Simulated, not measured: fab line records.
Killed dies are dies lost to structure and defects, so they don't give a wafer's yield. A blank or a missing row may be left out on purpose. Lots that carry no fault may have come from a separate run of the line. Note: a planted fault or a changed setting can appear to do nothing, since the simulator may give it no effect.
One fault seen from 2 desks ; flow sky130 ; each desk holds nothing but its own numbers, with what lay behind them at the end

METROLOGY DESK
Lot by lot, what the gauges showed, no matter which tool ran the lot: averages of those sampled wafers that carry a number. A lot is out of limits, marked OUT, if its mean lies more than 4 standard deviations from the usual mean; the brackets give that distance.
Columns: A = SONOS_TUNNEL_TW at SKY_SONOS_TUNNEL_TW_MEAS_12, usual 198.5; B = SONOS_ONO_OXIDATION_THK at SKY_SONOS_ONO_THK_MEAS_01, usual 2.59 nm; C = SONOS_ONO_CVD_02_THK at SKY_SONOS_ONO_THK_MEAS_03, usual 10.54 nm; D = SONOS_ONO_CVD_04_THK at SKY_SONOS_ONO_THK_MEAS_05, usual 5.68 nm; E = cdNm at SKY_SONOS_ONO_CD_MEAS_13, usual 410.3 nm; F = SONOS_ONO_OVL at SKY_SONOS_ONO_OVL_MEAS_14, usual -0.1 nm
lot;first seen here;A;B;C;D;E;F
L540;day 12 02:13;199.2;2.63;10.52;5.75;407.8;0.2
L543;day 12 20:48;197.3;2.54;10.72;5.62;412.9;0.2
L544;day 13 10:19;197.9;2.51;10.56;5.54;407.6;-0.3
L558;day 17 23:55;197.4;2.54;10.43;5.79;411.2;-0.9
L559;day 18 02:28;199.6;2.60;10.46;5.60;409.7;2.5
L561;day 18 22:05;196.6;2.57;10.54;5.55;410.2;1.2
This desk's verdict: no lot among the 6 shows anything out of limits.

TOOL OWNER'S DESK, lithoTrack-03
The tool's own readings at SKY_SONOS_ONO_SOFTBAKE_09 (time 60 s): means of the sampled wafers that have a number, for each lot that ran on this tool. A lot is out of limits, marked OUT, if its mean lies more than 4 standard deviations from the usual mean; the brackets give that distance.
Columns: A = heaterPowerTotalW at SKY_SONOS_ONO_SOFTBAKE_09, usual 56.60 W; B = plateTempC at SKY_SONOS_ONO_SOFTBAKE_09, usual 90.01 C
lot;first seen here;A;B
L540;day 12 20:41;56.60;90.20
L543;day 13 14:11;58.57 (+46) OUT;92.20 (+20) OUT
L544;day 14 04:39;58.54 (+45) OUT;92.21 (+20) OUT
L558;day 18 19:48;56.61;89.99
L559;day 18 21:21;56.57;90.04
L561;day 19 19:39;56.62;90.10
This desk finds L543, L544 out of limits, L543 being first, at day 13 14:11 (heaterPowerTotalW at SKY_SONOS_ONO_SOFTBAKE_09). L540, L558, L559, L561: within limits.

TAKEN TOGETHER
An alarm could have come from the tool owner's desk at day 13 14:11, on L543, L544.
The metrology desk saw nothing out of limits.
The metrology desk has L543, L544 on record, within its limits.
Of the lots named, all ran SKY_SONOS_ONO_SOFTBAKE_09 on lithoTrack-03.

WHAT THE SIMULATOR HAD PUT IN
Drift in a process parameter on lithoTrack-03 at SKY_SONOS_ONO_SOFTBAKE_09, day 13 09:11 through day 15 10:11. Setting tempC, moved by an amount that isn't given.
Shown lots that were struck: L543, L544.
Hours from the fault's start to each desk's first reading out of limits: the tool owner's desk, 5.
